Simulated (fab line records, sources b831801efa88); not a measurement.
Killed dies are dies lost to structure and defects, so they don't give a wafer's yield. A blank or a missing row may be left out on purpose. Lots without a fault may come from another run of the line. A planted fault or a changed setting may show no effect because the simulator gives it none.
A struck lot beside a sound one | flow sfq_line | 28 steps out of a route of 325
Sound: wafers L709.2, L709.3, L709.6. Struck: wafer L716.4. (L716.3, L716.5 of the same lot were not struck and are left out.) The cause comes at the end.
At each step with rows: each side's tool, then ch and its chambers, then its first start. Under that, the readings that differ: sound wafers | struck wafers | difference of the means | sigmas: that difference in standard deviations of wafers without a fault.
alike: readings whose means differ by less than 2 such deviations, and words and numbers that are the same on both sides. not compared: withheld readings, readings that some wafer has no value for, bounds like >300 that may hide the same value, and numbers for which the record gives no deviation and whose values overlap.
The two part at a step that has a row with sigmas, a row that says differs or no value, or rows on one side only. Numbers that don't overlap but have no deviation are shown without sigmas and don't part them. A reading that every wafer of one side lacks parts them only if that side has two wafers or more.

first, 6 steps without rows for these wafers: SFQ_TRILAYER_M0_LITHO_COAT_026 (resist thk 62 nm); SFQ_TRILAYER_M0_LITHO_COAT_021 (resist thk 600 nm); SFQ_TRILAYER_M0_LITHO_SOFTBAKE_025; SFQ_TRILAYER_M0_LITHO_EXPOSE_022 (exposes mask M0, target cd 500 nm); SFQ_TRILAYER_M0_LITHO_PEB_024 (peb time 60 s); SFQ_TRILAYER_M0_LITHO_DEVELOP_023 (time 60 s).
SFQ_M0_OVL_MEAS_906:
  sound on overlay-01, day 12 00:05; struck on overlay-02, day 14 20:07
  alike: M0_OVL
SFQ_TRILAYER_M0_BARC_OPEN_METAL_ETCH_031: etches BARC in O2, target depth 125 nm, time 41.7 s.
  sound on rie_metal-01 ch 0,1, day 12 00:07; struck on rie_metal-04 ch 0, day 14 20:09
  alike: drypump_motor_current_A, oes_product_au
  not compared: rf_hours_counter_h
then, 3 steps without rows for these wafers: SFQ_TRILAYER_M0_ETCH_METAL_ETCH_024 (etches Nb in Cl2/Ar, stops on SiO2, target depth 240 nm, time 120 s); SFQ_TRILAYER_M0_STRIP_STRIP_025 (strips in O2); SFQ_TRILAYER_M0_STRIP_SOLV_CLEAN_026 (cleans in NMP, time 600 s).
SFQ_TRILAYER_I0_DEP_PECVD_027: deposits SiO2 from SiH4/N2O, time 111.11 s, target thk 500 nm.
  sound on pecvd-04 ch 1,2, day 12 01:05; struck on pecvd-02 ch 0, day 14 21:05
  alike: heater_power_w, throttle_valve_pct
SFQ_TRILAYER_I0_CMP_CMP_028: polishes SiO2.
  sound on cmp-02 ch 1,2,3, day 12 02:16; struck on cmp-02 ch 1, day 15 02:58
  reading                                             | sound             | struck | difference | sigmas
  time_to_endpoint_s (s)                              | 220 212 227       | 205    | -15        | -2
  model.SiO2_of_TRILAYER_I0_DEP_PECVD_027.thk_nm (nm) | 201.5 202.2 200.3 | 213.7  | +12.4      |
  alike: motor_current_A
SFQ_I0_BOW_MEAS_907:
  sound on film_metro-01, day 12 04:17; struck on film_metro-04, day 15 05:01
  reading     | sound  | struck | difference | sigmas
  I0_BOW (um) | 5 -7 7 | 19     | +17        | +3
SFQ_TRILAYER_I0_METRO_MEASURE_029:
  sound on film_metro-01, day 12 04:35; struck on film_metro-04, day 15 05:29
  reading     | sound             | struck | difference | sigmas
  thk_nm (nm) | 201.5 202.2 200.3 | 213.6  | +12.3      | +14
then, 6 steps without rows for these wafers: SFQ_TRILAYER_I0_VIA_LITHO_COAT_036 (resist thk 62 nm); SFQ_TRILAYER_I0_VIA_LITHO_COAT_031 (resist thk 650 nm); SFQ_TRILAYER_I0_VIA_LITHO_SOFTBAKE_035; SFQ_TRILAYER_I0_VIA_LITHO_EXPOSE_032 (exposes mask I0, target cd 500 nm); SFQ_TRILAYER_I0_VIA_LITHO_PEB_034 (peb time 60 s); SFQ_TRILAYER_I0_VIA_LITHO_DEVELOP_033 (time 60 s).
-- the record jumps here: 6 days lie between the struck wafers' starts before and after --
SFQ_I0_OVL_MEAS_908:
  sound on overlay-01, day 17 07:45; struck on overlay-02, day 20 23:07
  alike: I0_OVL
SFQ_TRILAYER_I0_VIA_BARC_OPEN_VIA_ETCH_046: etches BARC in O2, target depth 125 nm, time 41.7 s.
  sound on rie_diel-02 ch 0,1,3, day 17 07:47; struck on rie_diel-03 ch 3, day 20 23:08
  alike: drypump_motor_current_A, oes_product_au
  not compared: rf_hours_counter_h
SFQ_TRILAYER_I0_VIA_ETCH_VIA_ETCH_034: etches SiO2 in CHF3, stops on Nb, target depth 260 nm.
  sound on rie_diel-02 ch 0,1,3, day 17 07:49; struck on rie_diel-03 ch 3, day 20 23:11
  reading                        | sound             | struck | difference | sigmas
  oes_product_au (a.u.)          | 0.867 0.860 0.862 | 0.882  | +0.019     | +3
  model.etch.depth_nm (nm)       | 201.5 202.2 200.3 | 213.7  | +12.4      |
  model.I0.feature_depth_nm (nm) | 201.5 202.2 200.3 | 213.7  | +12.4      |
  alike: drypump_motor_current_A
SFQ_TRILAYER_I0_VIA_STRIP_STRIP_035: strips in O2.
  sound on rie_metal-01 ch 0,1, day 17 07:56; struck on rie_metal-03 ch 0, day 20 23:29
  reading                     | sound       | struck | difference | sigmas
  drypump_motor_current_A (A) | 5.6 5.6 5.6 | 6.4    | +0.8       | +3
  alike: oes_product_au
  not compared: rf_hours_counter_h
then, 1 step without rows for these wafers: SFQ_TRILAYER_I0_VIA_STRIP_SOLV_CLEAN_036 (cleans in NMP, time 600 s).
SFQ_TRILAYER_M1_DEP_PRE_CLEAN_038: time 22.5 s.
  sound on pvd_sputter-05, day 17 08:43; struck on pvd_sputter-05, day 21 00:04
  reading                                             | sound           | struck | difference | sigmas
  model.SiO2_of_TRILAYER_I0_DEP_PECVD_027.thk_nm (nm) | 194 194.7 192.8 | 206.2  | +12.4      |
SFQ_TRILAYER_M1_DEP_SPUTTER_037: material Nb, target thk 200 nm, time 133.3 s.
  sound on pvd_sputter-05, day 17 08:44; struck on pvd_sputter-05, day 21 00:05
  alike: throttle_valve_pct

WHERE THEY PART
First at SFQ_TRILAYER_I0_CMP_CMP_028; last, within this record, at SFQ_TRILAYER_I0_VIA_STRIP_STRIP_035. Later steps at which nothing parts them and some readings are alike: SFQ_TRILAYER_M1_DEP_SPUTTER_037.

WHY: what the simulator had put in
Process parameter drift: cmp-02, from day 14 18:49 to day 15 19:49, at SFQ_TRILAYER_I0_CMP_CMP_028. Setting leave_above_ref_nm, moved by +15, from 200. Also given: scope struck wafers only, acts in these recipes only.
